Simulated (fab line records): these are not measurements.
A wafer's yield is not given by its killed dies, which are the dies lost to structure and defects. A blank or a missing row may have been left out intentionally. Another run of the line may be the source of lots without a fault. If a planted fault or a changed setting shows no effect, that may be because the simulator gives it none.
fab line records	flow sky130
[record] lots = 14	wafers = 42	last_day = 51
route steps=708 shown GATE_OXIDE@201 POLY_GATE@229 LDD_N@244 LDD_P@266
lots that met no fault: from a run of the same line without faults
start_h: the number of hours between the record's first day and the start of the first shown wafer of the lot	wait_h: how many hours have passed since the lot's step before this one	" same as the row above	L1.1+2: a single row standing in for several wafers	- either no value or no given start	* or withheld: withheld	< > ~ a bound
route shown NAME@n: NAME is a module with steps in the file, n the number in the route of the first one	usual: mean/standard deviation of fault-free wafers	same: alike in all rows	chamber/n: place in a boat	sites: readings site by site	_std_site: the values' standard deviation	_edge_site: outer sites' mean less inner sites'	radius_mm: how far each site lies from the wafer's centre	mask NAME#n: copy n	behind: tool/chamber where the wafer was last shaped	hold: cause of the lot's hold/its duration in hours/its outcome	device: the transistor (n, p or np) that didn't switch	end of line: the tests these same wafers got at the end of their route	a step given without rows: its recipe and nothing more	killed: the dies lost at the first sort to structure and to defects; this is not the yield of the wafer	map: dies across one wafer; x = killed, . = not, _ = none there
set.NAME: the setting that was run; set.NAME@STEP: the one run at that earlier step	model.NAME: the simulator's own value behind a step, which no gauge read
steps of the route over a sample of lots; a table a step, a row a wafer
services: from which hour (start_h, from the record's first day; less than 0 if before it) a tool's chamber was out of use, for how many hours, and why
[[steps]]
[step SKY_GATE_OXIDE_TW_MEAS_14]
[usual] GATE_OXIDE_TW = 223.3/2.7
lot.wafer	tool	chamber	start_h	wait_h	GATE_OXIDE_TW
L602.1	film_metro-04	-	313.42	0.1	226.5
L602.3	"	-	"	"	226.7
L602.5	"	-	"	"	226.1
L603.1	film_metro-01	-	319.33	0.1	224.0
L603.2	"	-	"	"	224.8
L603.4	"	-	"	"	225.2
L605.3	film_metro-04	-	331.84	0.1	226.5
L605.5	"	-	"	"	227.0
L605.6	"	-	"	"	227.9
L606.4	film_metro-03	-	346.71	0.1	221.2
L606.5	"	-	"	"	220.8
L606.6	"	-	"	"	220.7
L610.2	film_metro-03	-	384.33	0.1	219.3
L610.3	"	-	"	"	220.6
L610.4	"	-	"	"	219.5
L614.1	film_metro-01	-	421.57	0.1	225.0
L614.2	"	-	"	"	223.8
L614.3	"	-	"	"	225.3
L613.2	film_metro-04	-	422.23	0.1	224.2
L613.4	"	-	"	"	225.6
L613.6	"	-	"	"	223.7
L615.2	film_metro-03	-	422.38	0.1	220.8
L615.5	"	-	"	"	218.9
L615.6	"	-	"	"	220.3
L616.3	film_metro-04	-	432.79	0.1	225.0
L616.4	"	-	"	"	224.7
L616.6	"	-	"	"	225.8
L617.1	film_metro-03	-	439.67	0.1	219.4
L617.4	"	-	"	"	219.9
L617.5	"	-	"	"	220.8
L619.4	film_metro-01	-	450.46	0.1	222.3
L619.5	"	-	"	"	223.2
L619.6	"	-	"	"	223.5
L621.1	film_metro-03	-	467.47	0.1	219.2
L621.2	"	-	"	"	219.3
L621.6	"	-	"	"	219.1
L622.2	film_metro-04	-	477.08	0.1	224.2
L622.3	"	-	"	"	224.7
L622.5	"	-	"	"	224.9
L625.1	film_metro-04	-	501.97	0.1	225.9
L625.2	"	-	"	"	226.5
L625.6	"	-	"	"	226.1
[step SKY_POLY_GATE_ETCH_15]
[recipe] chemistry = N2/H2	target = BARC	ion_energy_ev = 200	source_w = 500	bias_w = 100	pressure_mtorr = 30	n2_flow_sccm = 100	h2_flow_sccm = 200	stop_on = SiO2	time_s = 118.5	target_depth_a = 1100
[usual] bias_w = 100.0/0.3	chamber_pressure_mTorr = 30.001/0.028	drypump_motor_current_A = 5.6/0.36	oes_product_au = 0.716/0.0044	throttle_valve_pct = 13.212/0.0086
lot.wafer	tool	chamber	start_h	wait_h	bias_w	chamber_pressure_mTorr	drypump_motor_current_A	oes_product_au	rf_hours_counter_h	throttle_valve_pct
L602.1	rie_diel-02	2	371.94	0.0	99.9	30.005	5.2	0.720	5	13.204
L602.3	"	3	"	"	100.2	30.031	5.6	0.720	35	13.207
L602.5	"	3	"	"	100.3	29.960	5.6	0.718	-	13.214
L603.1	rie_diel-02	1	380.24	0.0	99.9	30.062	5.6	0.711	2	13.208
L603.2	"	3	"	"	99.7	29.996	5.6	0.704	35	13.213
L603.4	"	2	"	"	99.9	29.993	5.2	0.716	-	13.225
L605.3	rie_diel-03	3	391.34	0.0	100.2	29.963	5.8	0.719	3	13.210
L605.5	"	0	"	"	100.2	30.018	5.5	0.725	-	13.195
L605.6	"	2	"	"	99.9	29.952	5.7	0.716	-	13.208
L606.4	rie_diel-04	2	409.64	0.0	100.2	29.961	5.8	0.717	6	13.219
L606.5	"	3	"	"	100.2	30.041	6.0	0.716	-	13.214
L606.6	"	2	"	"	99.7	29.984	5.7	0.714	-	13.219
L610.2	rie_diel-02	3	459.54	0.0	100.0	29.993	5.6	0.716	37	13.222
L610.3	"	1	"	"	100.1	30.039	5.6	0.711	3	13.220
L610.4	"	0	"	"	99.9	30.025	6.5	0.724	1	13.230
L615.2	rie_diel-04	3	583.54	0.0	99.8	30.001	6.0	0.719	5	13.196
L615.5	"	3	"	"	99.7	29.963	6.0	0.715	-	13.202
L615.6	"	0	"	"	100.1	30.031	5.5	0.716	-	13.202
L617.1	rie_diel-03	3	583.94	0.0	99.4	29.983	5.7	0.716	6	13.213
L617.4	"	2	"	"	100.2	30.025	5.7	0.720	47	13.200
L617.5	"	2	"	"	100.4	30.044	5.7	0.719	-	13.216
L614.1	rie_diel-02	0	584.29	0.0	99.7	30.006	6.5	0.711	3	13.189
L614.2	"	3	"	"	100.1	29.975	5.6	0.716	39	13.209
L614.3	"	2	"	"	100.1	29.988	5.2	0.720	8	13.213
L621.1	rie_diel-04	0	584.49	0.0	99.6	29.973	5.5	0.714	4	13.220
L621.2	"	2	"	"	99.9	29.986	5.8	0.718	9	13.212
L621.6	"	0	"	"	99.8	30.008	5.5	0.713	-	13.216
L616.3	rie_diel-03	1	584.64	0.0	100.3	30.036	4.7	0.716	3	13.207
L616.4	"	3	"	"	99.4	29.990	5.7	0.716	7	13.211
L616.6	"	3	"	"	99.8	30.059	5.7	0.716	-	13.231
L613.2	rie_diel-02	2	584.69	0.0	99.7	29.991	5.2	0.713	8	13.218
L613.4	"	1	"	"	99.5	30.025	5.6	0.719	5	13.204
L613.6	"	3	"	"	100.4	29.971	5.6	0.723	-	13.214
L619.4	rie_diel-02	2	585.38	0.0	-	-	-	-	-	-
L619.5	"	3	"	"	-	-	-	-	-	-
L619.6	"	2	"	"	-	-	-	-	-	-
L622.2	rie_diel-03	2	585.64	0.0	-	-	-	-	-	-
L622.3	"	0	"	"	-	-	-	-	-	-
L622.5	"	2	"	"	-	-	-	-	-	-
L625.1	rie_diel-03	3	585.99	0.0	99.4	29.977	5.7	0.719	7	13.217
L625.2	"	0	"	"	100.6	30.010	5.5	0.714	9	13.206
L625.6	"	2	"	"	100.1	30.027	5.7	0.719	-	13.215
[step SKY_POLY_GATE_ETCH_16]
[recipe] stop_on = poly-Si	chemistry = CH3F/O2	target = Si3N4	source_w = 400	bias_w = 80	pressure_mtorr = 25	ch3f_flow_sccm = 40	O2_flow_sccm = 30	time_s = 147.5	target_depth_a = 750
[usual] O2_flow_sccm = 30.01/0.099	bias_w = 79.98/0.23	drypump_motor_current_A = 5.6/0.36	oes_product_au = 0.641/0.005	throttle_valve_pct = 10.535/0.0096
lot.wafer	tool	chamber	start_h	wait_h	O2_flow_sccm	bias_w	drypump_motor_current_A	oes_product_au	rf_hours_counter_h	throttle_valve_pct
L602.1	rie_diel-02	2	372.02	0.0	29.95	80.05	5.2	0.639	5	10.542
L602.3	"	3	"	"	30.11	80.17	5.6	0.646	35	10.524
L602.5	"	3	"	"	30.12	80.18	5.6	0.635	-	10.526
L603.1	rie_diel-02	1	380.32	0.0	30.11	79.89	5.6	0.639	2	10.533
L603.2	"	3	"	"	29.91	80.34	5.6	0.645	35	10.528
L603.4	"	2	"	"	30.03	79.93	5.2	0.639	-	10.529
L605.3	rie_diel-03	3	391.42	0.0	30.08	79.87	5.7	0.644	3	10.537
L605.5	"	0	"	"	29.88	80.16	5.5	0.628	-	10.554
L605.6	"	2	"	"	30.05	80.04	5.7	0.650	-	10.540
L606.4	rie_diel-04	2	409.72	0.0	30.07	79.96	5.7	0.646	6	10.545
L606.5	"	3	"	"	29.91	79.89	6.0	0.644	-	10.535
L606.6	"	2	"	"	29.95	80.23	5.8	0.639	-	10.527
L610.2	rie_diel-02	3	459.62	0.0	30.07	80.34	5.6	0.643	37	10.545
L610.3	"	1	"	"	30.10	80.03	5.6	0.645	3	10.539
L610.4	"	0	"	"	30.08	79.58	6.5	0.635	1	10.541
L615.2	rie_diel-04	3	583.62	0.0	29.86	80.00	6.0	0.645	5	10.524
L615.5	"	3	"	"	30.02	80.03	6.0	0.640	-	10.526
L615.6	"	0	"	"	29.91	80.20	5.5	0.643	-	10.517
L617.1	rie_diel-03	3	584.02	0.0	29.91	80.41	5.7	0.648	6	10.537
L617.4	"	2	"	"	29.89	80.17	5.7	0.634	47	10.536
L617.5	"	2	"	"	30.09	80.39	5.7	0.647	-	10.525
L614.1	rie_diel-02	0	584.37	0.0	30.02	80.31	6.5	0.634	3	10.543
L614.2	"	3	"	"	30.00	79.65	5.6	0.638	39	10.529
L614.3	"	2	"	"	29.99	80.53	5.2	0.638	8	10.531
L621.1	rie_diel-04	0	584.57	0.0	30.13	80.18	5.5	0.648	4	10.530
L621.2	"	2	"	"	30.07	80.12	5.8	0.638	9	10.539
L621.6	"	0	"	"	30.12	80.09	5.4	0.644	-	10.529
L616.3	rie_diel-03	1	584.72	0.0	29.97	80.18	4.7	0.642	3	10.526
L616.4	"	3	"	"	30.00	79.59	5.7	0.641	7	10.546
L616.6	"	3	"	"	29.90	79.45	5.7	0.639	-	10.530
L613.2	rie_diel-02	2	584.77	0.0	29.96	79.86	5.2	0.636	8	10.539
L613.4	"	1	"	"	30.07	80.02	5.6	0.638	5	10.550
L613.6	"	3	"	"	30.02	79.36	5.6	0.639	-	10.538
L619.4	rie_diel-02	2	585.47	0.0	30.02	80.01	5.2	0.379	8	10.498
L619.5	"	3	"	"	30.21	79.85	5.6	0.381	-	10.496
L619.6	"	2	"	"	30.00	80.01	5.2	0.377	-	10.495
L622.2	rie_diel-03	2	585.72	0.0	30.09	80.05	5.7	0.368	47	10.499
L622.3	"	0	"	"	29.99	80.03	5.5	0.379	9	10.507
L622.5	"	2	"	"	29.88	80.18	5.7	0.377	-	10.528
L625.1	rie_diel-03	3	586.07	0.0	29.97	79.94	5.7	0.645	7	10.550
L625.2	"	0	"	"	29.88	79.96	5.5	0.634	9	10.528
L625.6	"	2	"	"	29.96	80.06	5.8	0.645	-	10.548
[step SKY_POLY_GATE_ETCH_17]
[recipe] target_depth_nm = 180	stop_on = SiO2	over_etch_frac = 0.56667	chemistry = HBr/Cl2	target = poly-Si	icp_w = 400	bias_w = 100	pressure_mtorr = 10	HBr_flow_sccm = 150	Cl2_flow_sccm = 50	time_s = 70.5
[usual] HBr_flow_sccm = 150.1/0.44	bias_w = 100.01/0.28	drypump_motor_current_A = 5.63/0.29	oes_product_au = 0.985/0.0073	throttle_valve_pct = 33.685/0.0093
lot.wafer	tool	chamber	start_h	wait_h	HBr_flow_sccm	bias_w	drypump_motor_current_A	oes_product_au	rf_hours_counter_h	throttle_valve_pct
L602.1	rie_si-01	1	372.12	0.0	150.4	99.74	5.64	0.974	77	33.676
L602.3	"	2	"	"	150.6	99.97	5.73	0.978	3	33.681
L602.5	"	1	"	"	150.3	99.69	5.66	0.976	-	33.688
L603.1	rie_si-02	3	380.42	0.0	150.0	100.70	5.78	0.981	1	33.686
L603.2	"	2	"	"	150.5	99.74	5.37	0.978	4	33.683
L603.4	"	1	"	"	150.7	99.47	5.47	0.982	4	33.679
L605.3	rie_si-02	0	391.52	0.0	150.1	100.11	5.61	0.993	5	33.672
L605.5	"	1	"	"	149.5	99.58	5.46	0.981	-	33.670
L605.6	"	0	"	"	149.7	99.95	5.64	0.987	-	33.692
L606.4	rie_si-02	0	409.82	0.0	150.6	100.08	5.63	0.998	5	33.677
L606.5	"	2	"	"	150.2	100.10	5.36	0.977	-	33.682
L606.6	"	1	"	"	150.0	100.15	5.47	0.981	-	33.679
L610.2	rie_si-02	3	459.72	0.0	149.9	99.89	5.80	0.989	1	33.677
L610.3	"	1	"	"	150.0	100.03	5.46	0.985	5	33.683
L610.4	"	0	"	"	150.5	99.90	5.63	0.991	6	33.662
L615.2	rie_si-01	1	583.72	0.0	150.0	99.93	5.62	0.992	0	33.690
L615.5	"	0	"	"	150.6	100.18	5.23	0.983	-	33.678
L615.6	"	1	"	"	150.2	100.18	5.64	0.992	-	33.694
L617.1	rie_si-02	3	584.12	0.0	150.6	99.92	5.81	0.988	1	33.682
L617.4	"	2	"	"	150.1	99.75	5.35	0.998	4	33.689
L617.5	"	3	"	"	149.4	100.04	5.81	0.987	-	33.692
L614.1	rie_si-01	3	584.47	0.0	149.5	100.09	6.21	0.984	12	33.681
L614.2	"	1	"	"	150.4	100.45	5.62	0.978	0	33.679
L614.3	"	0	"	"	150.5	99.95	5.22	0.974	3	33.695
L621.1	rie_si-02	3	584.67	0.0	149.0	100.04	5.80	1.004	2	33.693
L621.2	"	2	"	"	150.0	99.75	5.36	0.993	4	33.687
L621.6	"	1	"	"	150.4	99.95	5.46	0.988	-	33.689
L616.3	rie_si-01	1	584.82	0.0	150.0	99.48	5.58	0.978	0	33.685
L616.4	"	0	"	"	150.6	100.31	5.24	0.986	3	33.680
L616.6	"	2	"	"	150.0	99.85	5.78	0.983	-	33.692
L613.2	rie_si-02	0	584.87	0.0	149.7	99.84	5.64	0.992	6	33.682
L613.4	"	1	"	"	150.8	100.23	5.47	0.983	5	33.684
L613.6	"	0	"	"	149.6	99.76	5.62	0.993	-	33.702
L619.4	rie_si-01	3	585.57	0.0	150.4	100.46	6.22	0.267	12	33.673
L619.5	"	0	"	"	150.4	100.35	5.21	0.276	-	33.695
L619.6	"	1	"	"	150.0	99.99	5.63	0.279	-	33.692
L622.2	rie_si-01	0	585.82	0.0	150.0	99.81	5.23	0.276	4	33.686
L622.3	"	1	"	"	150.1	99.89	5.61	0.270	1	33.681
L622.5	"	0	"	"	150.0	100.26	5.23	0.274	-	33.694
L625.1	rie_si-01	3	586.17	0.0	150.7	100.60	6.19	0.985	12	33.682
L625.2	"	0	"	"	150.2	99.96	5.23	0.978	4	33.678
L625.6	"	2	"	"	150.0	99.59	5.78	0.990	-	33.694
[step SKY_POLY_GATE_CD_MEAS_22]
[usual] cd_nm = 150.3/2.1
lot.wafer	tool	chamber	start_h	wait_h	cd_nm
L602.1	cd_sem-01	-	374.34	0.1	150.8
L602.3	"	-	"	"	149.7
L602.5	"	-	"	"	147.9
L603.1	cd_sem-01	-	384.86	0.1	149.8
L603.2	"	-	"	"	145.8
L603.4	"	-	"	"	148.5
L605.3	cd_sem-01	-	395.90	0.1	151.7
L605.5	"	-	"	"	151.5
L605.6	"	-	"	"	154.1
L606.4	cd_sem-01	-	412.36	0.1	149.6
L606.5	"	-	"	"	151.7
L606.6	"	-	"	"	147.6
L610.2	cd_sem-02	-	461.27	0.1	148.9
L610.3	"	-	"	"	151.5
L610.4	"	-	"	"	152.0
L617.1	cd_sem-02	-	587.35	0.1	147.6
L617.4	"	-	"	"	149.1
L617.5	"	-	"	"	151.1
L615.2	cd_sem-01	-	587.38	0.1	151.1
L615.5	"	-	"	"	152.0
L615.6	"	-	"	"	148.8
L614.1	cd_sem-01	-	587.52	0.2	151.0
L614.2	"	-	"	"	149.9
L614.3	"	-	"	"	149.9
L621.1	cd_sem-02	-	587.64	0.3	149.0
L621.2	"	-	"	"	149.4
L621.6	"	-	"	"	149.6
L616.3	cd_sem-01	-	587.75	0.4	151.5
L616.4	"	-	"	"	149.5
L616.6	"	-	"	"	150.0
L613.2	cd_sem-02	-	587.84	0.5	151.0
L613.4	"	-	"	"	151.5
L613.6	"	-	"	"	148.9
L619.4	cd_sem-01	-	588.11	0.7	-
L619.5	"	-	"	"	-
L619.6	"	-	"	"	-
L622.2	cd_sem-01	-	588.23	0.7	-
L622.3	"	-	"	"	-
L622.5	"	-	"	"	-
L625.1	cd_sem-02	-	589.04	0.5	148.1
L625.2	"	-	"	"	146.8
L625.6	"	-	"	"	152.5
[step SKY_LDD_N_OVL_MEAS_07]
[usual] LDD_N_OVL = -0.1/1.5
lot.wafer	tool	chamber	start_h	wait_h	LDD_N_OVL[nm]
L602.1	overlay-01	-	402.54	0.1	-1.7
L602.3	"	-	"	"	-0.6
L602.5	"	-	"	"	-2.4
L603.1	overlay-01	-	413.59	0.1	-0.4
L603.2	"	-	"	"	-1.0
L603.4	"	-	"	"	-2.3
L605.3	overlay-02	-	424.90	0.1	0.6
L605.5	"	-	"	"	-0.6
L605.6	"	-	"	"	1.1
L606.4	overlay-02	-	443.30	0.1	0.7
L606.5	"	-	"	"	1.2
L606.6	"	-	"	"	1.4
L610.2	overlay-01	-	490.44	0.1	-0.1
L610.3	"	-	"	"	0.7
L610.4	"	-	"	"	0.8
L615.2	overlay-01	-	615.39	0.1	-1.6
L615.5	"	-	"	"	-0.4
L615.6	"	-	"	"	-0.4
L617.1	overlay-02	-	615.58	0.1	-0.5
L617.4	"	-	"	"	-2.2
L617.5	"	-	"	"	-2.4
L614.1	overlay-02	-	615.88	0.1	-1.2
L614.2	"	-	"	"	2.2
L614.3	"	-	"	"	0.1
L621.1	overlay-02	-	616.18	0.1	-0.2
L621.2	"	-	"	"	0.2
L621.6	"	-	"	"	1.6
L616.3	overlay-01	-	616.29	0.1	-1.4
L616.4	"	-	"	"	-0.5
L616.6	"	-	"	"	-0.1
L613.2	overlay-02	-	616.49	0.1	-1.1
L613.4	"	-	"	"	-1.5
L613.6	"	-	"	"	-1.1
L625.1	overlay-02	-	617.68	0.1	0.8
L625.2	"	-	"	"	-0.4
L625.6	"	-	"	"	0.0
[step SKY_LDD_P_TW_MEAS_11]
[usual] LDD_P_TW = 637/6.4
lot.wafer	tool	chamber	start_h	wait_h	LDD_P_TW
L602.1	film_metro-03	-	434.34	0.1	621
L602.3	"	-	"	"	621
L602.5	"	-	"	"	623
L603.1	film_metro-04	-	445.99	0.1	641
L603.2	"	-	"	"	643
L603.4	"	-	"	"	644
L605.3	film_metro-01	-	457.41	0.1	642
L605.5	"	-	"	"	639
L605.6	"	-	"	"	637
L606.4	film_metro-01	-	476.17	0.1	640
L606.5	"	-	"	"	639
L606.6	"	-	"	"	640
L610.2	film_metro-01	-	518.60	0.1	641
L610.3	"	-	"	"	642
L610.4	"	-	"	"	638
L615.2	film_metro-04	-	645.20	0.1	640
L615.5	"	-	"	"	643
L615.6	"	-	"	"	643
L617.1	film_metro-01	-	645.98	0.1	638
L617.4	"	-	"	"	638
L617.5	"	-	"	"	635
L614.1	film_metro-03	-	645.99	0.1	628
L614.2	"	-	"	"	634
L614.3	"	-	"	"	631
L621.1	film_metro-01	-	646.59	0.1	639
L621.2	"	-	"	"	639
L621.6	"	-	"	"	638
L616.3	film_metro-03	-	646.90	0.1	630
L616.4	"	-	"	"	633
L616.6	"	-	"	"	633
L613.2	film_metro-04	-	648.09	0.1	643
L613.4	"	-	"	"	643
L613.6	"	-	"	"	642
L625.1	film_metro-04	-	651.24	0.1	640
L625.2	"	-	"	"	645
L625.6	"	-	"	"	641
[[services]]
tool	chamber	start_h	hours	kind
rie_diel-02	0	367.09	-	clean
rie_diel-02	0	367.09	20.6	scheduled_down
rie_diel-02	0	367.09	20.6	vent_cycle
rie_si-02	1	374.95	3.5	repair
rie_diel-03	1	390.45	-	clean
rie_diel-03	1	390.45	19.1	scheduled_down
rie_diel-03	1	390.45	19.1	vent_cycle
rie_si-01	0	402.54	6.8	repair
rie_diel-03	0	406.13	6.8	repair
rie_si-01	1	409.37	-	clean
rie_si-01	1	409.37	16.4	scheduled_down
rie_si-01	1	409.37	16.4	vent_cycle
rie_si-01	3	431.16	2.9	repair
rie_diel-04	-	448.40	1.6	repair
rie_si-01	-	470.47	0.7	repair
rie_diel-02	-	475.19	2.8	pm
rie_diel-04	3	528.25	3.8	repair
rie_diel-04	1	577.07	-	clean
rie_diel-04	1	577.07	19.8	scheduled_down
rie_diel-04	1	577.07	19.8	vent_cycle
[[key]]
[first_sign] step = SKY_POLY_GATE_ETCH_15	reading = tool_record	direction = missing
[effect] step = SKY_POLY_GATE_ETCH_16	reading = oes_product_au	direction = down	sigmas = 52	usual = 0.641	struck = 0.377
[effect] step = SKY_POLY_GATE_ETCH_17	reading = oes_product_au	direction = down	sigmas = 97	usual = 0.985	struck = 0.274
[effect] step = SKY_POLY_GATE_CD_MEAS_22	reading = cd_nm	direction = missing
met_at SKY_POLY_GATE_ETCH_15
struck_lots L619,L622
later_rows_left_out L619.4,L619.5,L619.6,L622.2,L622.3,L622.5
sort_left_out L619.4,L619.5,L619.6,L622.2,L622.3,L622.5
tester_left_out L619,L622
not_acting_at SKY_GATE_OXIDE_TW_MEAS_14,SKY_LDD_N_OVL_MEAS_07,SKY_LDD_P_TW_MEAS_11
onset_between 584.69 585.38
[fault] kind = skipped_step_whole	tool = rie_diel-02,rie_diel-03	chamber = -	onset_h = 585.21	steps = SKY_POLY_GATE_ETCH_15	scope = struck_lots_only
// tester_left_out: of these lots the tester's yield and bins aren't shown, on N5 and GAA mostly nor the transistor test; their killed dies are dies lost to structure and defects alone, not to doping, threshold or leakage, so they don't give the yield
// sort_left_out: the simulated sort isn't trusted on such a fault, so these wafers' sort isn't shown, and their yield isn't known
// later_rows_left_out: the simulator's readings of these wafers behind a module that went badly wrong aren't trusted and aren't shown, but for the sort
